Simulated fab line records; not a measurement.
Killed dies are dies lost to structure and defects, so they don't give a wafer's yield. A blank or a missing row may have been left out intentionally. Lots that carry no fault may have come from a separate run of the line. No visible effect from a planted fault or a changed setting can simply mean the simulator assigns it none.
What tool caused it? -- flow gf180mcu -- 6 lots, 18 wafers sampled, at 3 steps of a route of 602

== WHAT EACH GAUGE READ, for each wafer ==
GF_VT_IMPLANT_RS_MEAS_47: measures by four-point-probe.
lot,measured,on,NWELL_RS (ohm/sq)
L982,day 8 02:56,film metro-02,486.3 487.6 487.1
L984,day 8 18:16,film metro-01,486.3 486.3 484.5
L986,day 9 06:01,film metro-01,488.5 487.9 487.6
L990,day 10 09:38,film metro-02,486.5 488.9 488.3
L100,day 13 04:25,film metro-01,487.0 486.4 486.9
L102,day 13 17:44,film metro-01,485.9 484.5 485.5

== EACH LOT AND THE TOOL THAT RAN IT (in order: tool; ch and the chambers of the sampled wafers; start) ==
lot,GF_VT_IMPLANT_COAT_35,GF_VT_IMPLANT_STRIP_42
L982,"litho track-01 ch 0, day 7 17:40","plasma asher-03 ch 1, day 8 02:31"
L984,"litho track-01 ch 0, day 8 08:42","plasma asher-01 ch 0,1, day 8 17:49"
L986,"litho track-01 ch 0, day 8 20:34","plasma asher-03 ch 0,1, day 9 05:35"
L990,"litho track-01 ch 0, day 9 23:40","plasma asher-03 ch 0,1, day 10 09:11"
L100,"litho track-03 ch 0, day 12 16:55","plasma asher-01 ch 0,1, day 13 03:59"
L102,"litho track-01 ch 0, day 13 07:19","plasma asher-01 ch 0,1, day 13 17:19"
- GF_VT_IMPLANT_COAT_35: resist thk 1000 nm.
- GF_VT_IMPLANT_STRIP_42: strips in O2/N2.

== THE ANSWER, worked out from the rows above alone ==
Rule: usual is defined by the lots themselves. Put in order of their means at a reading, lots are off if they are a third of the lots or fewer, leave a main group of 4 or more, and stand apart from it by a gap of 3 or more times the standard deviation of the main group's means; of several such gaps the widest counts. If all means in a main group match to the digits the tables above print for the reading, that group is not used. Also off: a lot with no number at a reading for which 4 or more lots have one. The other lots that the step has rows for count as sound.
Nothing can be told from this: no lot is off at any reading shown.

== WHAT THE SIMULATOR HAD INSERTED ==
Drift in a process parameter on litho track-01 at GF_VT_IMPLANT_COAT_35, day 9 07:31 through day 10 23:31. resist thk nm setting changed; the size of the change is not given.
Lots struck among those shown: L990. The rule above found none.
